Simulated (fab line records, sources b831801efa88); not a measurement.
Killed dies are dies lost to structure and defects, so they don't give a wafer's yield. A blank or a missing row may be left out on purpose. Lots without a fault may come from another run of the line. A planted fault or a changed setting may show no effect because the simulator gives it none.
A struck lot beside a sound one | flow gf180mcu | 14 steps out of a route of 602
Sound: wafers L626.1, L626.2, L626.5. Struck: wafers L632.1, L632.4, L632.5. The cause comes at the end.
At each step with rows: each side's tool, then ch and its chambers, then its first start. Under that, the readings that differ: sound wafers | struck wafers | difference of the means | sigmas: that difference in standard deviations of wafers without a fault.
alike: readings whose means differ by less than 2 such deviations, and words and numbers that are the same on both sides. not compared: withheld readings, readings that some wafer has no value for, bounds like >300 that may hide the same value, and numbers for which the record gives no deviation and whose values overlap.
The two part at a step that has a row with sigmas, a row that says differs or no value, or rows on one side only. Numbers that don't overlap but have no deviation are shown without sigmas and don't part them. A reading that every wafer of one side lacks parts them only if that side has two wafers or more.

first, 6 steps without rows for these wafers: GF_M2_HMDS_08 (prime time 60 s); GF_M2_COAT_09 (resist thk 1000 nm); GF_M2_SOFTBAKE_10 (time 60 s); GF_M2_EXPOSE_11 (exposes mask Metal2, target cd 280 nm); GF_M2_PEB_12 (peb time 90 s); GF_M2_DEVELOP_13 (develop time 60 s).
GF_M2_CD_MEAS_14: target cd 280 nm.
  sound on cd_sem-01, day 21 22:37; struck on cd_sem-01, day 24 04:56
  alike: cd_nm
GF_M2_OVL_MEAS_15:
  sound on overlay-01, day 21 22:44; struck on overlay-01, day 24 05:03
  alike: M2_OVL
GF_M2_METAL_ETCH_16: etches the open film in Cl2/BCl3, stops on SiO2, target depth 750.8 nm, time 125.1 s.
  sound on rie_metal-04 ch 0,1, day 21 22:46; struck on rie_metal-01 ch 0,1, day 24 05:05
  reading             | sound             | struck            | difference | sigmas
  mfc_cl2_sccm (sccm) | 80.41 80.28 80.69 | 80.36 79.77 79.86 | -0.46      | -2
  alike: bcl3_flow_sccm, drypump_motor_current_A, oes_product_au, throttle_valve_pct
  not compared: rf_hours_counter_h
GF_M2_STRIP_17: strips in O2/N2.
  sound on plasma_asher-04 ch 0,1, day 21 22:54; struck on plasma_asher-02 ch 0,1, day 24 05:13
  alike: drypump_motor_current_A, heater_power_w, n2_flow_sccm, o2_flow_sccm, oes_product_au, strip_time_to_endpoint_s
  not compared: rf_hours_counter_h
then, 2 steps without rows for these wafers: GF_M2_STRIP_18 (strips in post etch residue remover, time 1200 s); GF_M2_CLEAN_19 (cleans in DIW).
GF_V2_CVD_00: deposits SiO2, target thk 600 nm, time 100 s.
  sound on hdpcvd-01 ch 0,1, day 21 23:28; struck on hdpcvd-01 ch 0,1, day 24 05:45
  no value came back on the struck wafers for pressure_mtorr (mTorr), run_length_s (s); on the sound wafers pressure_mtorr (mTorr) reads 6.022 6.001 6.004
GF_PASSIVATION_PROBE_99:
  the record has rows for the sound wafers here (prober-01, day 31 04:30) and none for the struck ones

WHERE THEY PART
First at GF_M2_METAL_ETCH_16; last, within this record, at GF_PASSIVATION_PROBE_99.

WHY: what the simulator had put in
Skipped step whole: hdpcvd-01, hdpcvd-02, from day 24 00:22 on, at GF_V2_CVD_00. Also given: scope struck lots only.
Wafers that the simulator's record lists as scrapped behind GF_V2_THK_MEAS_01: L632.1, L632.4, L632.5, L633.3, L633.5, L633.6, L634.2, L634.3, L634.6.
